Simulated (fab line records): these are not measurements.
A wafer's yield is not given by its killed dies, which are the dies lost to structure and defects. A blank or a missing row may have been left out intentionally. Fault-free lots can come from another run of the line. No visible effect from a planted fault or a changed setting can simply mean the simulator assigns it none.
Shared-tool check | flow gf180mcu | Sample size 13 lots and 39 wafers

## THE REASON FOR OPENING IT
1 of 13 lots carry a flag on the reading HV_LDD_CVD_54_THK at GF_HV_LDD_THK_MEAS_55. Wafers without a fault read 10.05 nm, standard deviation 0.12.
Rule: a lot gets a flag if all its wafers with a number sit over 4 standard deviations from that mean, or if no wafer of it has a number. The other lots count as sound.

lot  | measured     | on            | HV_LDD_CVD_54_THK (nm), wafer by wafer | flag
L935 | day 12 07:23 | film_metro-02 | 10.15 10.04 10.01                      |
L937 | day 12 23:14 | film_metro-04 | 10.17 10.03 10.04                      |
L938 | day 13 03:13 | film_metro-02 | 9.93 9.92 9.86                         |
L939 | day 13 13:19 | film_metro-03 | 10.05 10.16 10.04                      |
L940 | day 13 21:27 | film_metro-02 | 10.08 10.05 10.02                      |
L941 | day 14 12:53 | film_metro-04 | 9.92 9.94 9.96                         |
L942 | day 14 23:43 | film_metro-04 | 10.00 10.00 9.97                       |
L944 | day 15 13:20 | film_metro-03 | 6.94 6.87 7.07                         | FLAGGED
L954 | day 19 03:08 | film_metro-02 | 10.07 9.95 10.19                       |
L955 | day 19 04:10 | film_metro-03 | 10.27 10.06 10.16                      |
L956 | day 19 14:50 | film_metro-02 | 9.81 9.90 9.80                         |
L958 | day 20 01:10 | film_metro-03 | 9.91 10.15 10.08                       |
L957 | day 20 04:25 | film_metro-03 | 10.30 10.16 10.20                      |
Average over the flagged lots: 6.96 nm; offset from the usual -3.09 nm, equal to -26 standard deviations.

## LOT BY LOT: THE TOOL USED
The record keeps 1 process step preceding the reading, out of 602 steps on the route. Each cell gives the tool, then ch followed by the chambers the sampled wafers passed through, then the start.
lot  | flag    | GF_HV_LDD_CVD_54
L935 |         | lpcvd-01 ch 1, day 12 06:21
L937 |         | lpcvd-01 ch 1, day 12 21:43
L938 |         | lpcvd-01 ch 1, day 13 01:41
L939 |         | lpcvd-02 ch 1, day 13 12:17
L940 |         | lpcvd-01 ch 0, day 13 20:26
L941 |         | lpcvd-02 ch 0, day 14 11:51
L942 |         | lpcvd-02 ch 1, day 14 22:42
L944 | FLAGGED | lpcvd-02 ch 1, day 15 12:18
L954 |         | lpcvd-02 ch 1, day 19 02:06
L955 |         | lpcvd-01 ch 1, day 19 03:08
L956 |         | lpcvd-02 ch 0, day 19 13:48
L958 |         | lpcvd-01 ch 0, day 20 00:08
L957 |         | lpcvd-02 ch 0, day 20 03:22
These steps, and what they do:
- GF_HV_LDD_CVD_54: deposits SiO2 from TEOS, target thk 10 nm, time 75 s.
- GF_HV_LDD_THK_MEAS_55

## FLAGGED OVER TOTAL, TOOL BY TOOL (the gauges that took the reading come last)
step                  | tool          | lots run | flagged | share of the flagged lots | sound lots run after its first flagged lot
GF_HV_LDD_CVD_54      | lpcvd-01      | 6        | 0       | none                      | -
GF_HV_LDD_CVD_54      | lpcvd-02      | 7        | 1       | all                       | 3 (L954,L956,L957)
GF_HV_LDD_THK_MEAS_55 | film_metro-02 | 5        | 0       | none                      | -
GF_HV_LDD_THK_MEAS_55 | film_metro-03 | 5        | 1       | all                       | 3 (L955,L958,L957)
GF_HV_LDD_THK_MEAS_55 | film_metro-04 | 3        | 0       | none                      | -

## THE TABLE: WHAT IT ALLOWS
Table rows that saw every flagged lot: 2, namely lpcvd-02 at GF_HV_LDD_CVD_54 and film_metro-03 at GF_HV_LDD_THK_MEAS_55.
- lpcvd-02 at GF_HV_LDD_CVD_54: 1 of its 7 lots flagged. After the first flagged lot (L954, L956, L957), sound lots still ran on it; a lasting fault on the whole tool would not permit that. Its own readings (spike_tc_bottom_C, spike_tc_centre_C, spike_tc_lower_C, spike_tc_top_C, spike_tc_upper_C, susceptor_temp_C) fall more than 4 standard deviations out on all wafers of the flagged lots.
- film_metro-03 at GF_HV_LDD_THK_MEAS_55: 1 of its 5 lots flagged. After the first flagged lot (L955, L958, L957), sound lots still ran on it; a lasting fault on the whole tool would not permit that.
None of the table's rows ran every flagged lot and, after the first, no sound lot.

## WHAT HAD BEEN PUT IN BY THE SIMULATOR
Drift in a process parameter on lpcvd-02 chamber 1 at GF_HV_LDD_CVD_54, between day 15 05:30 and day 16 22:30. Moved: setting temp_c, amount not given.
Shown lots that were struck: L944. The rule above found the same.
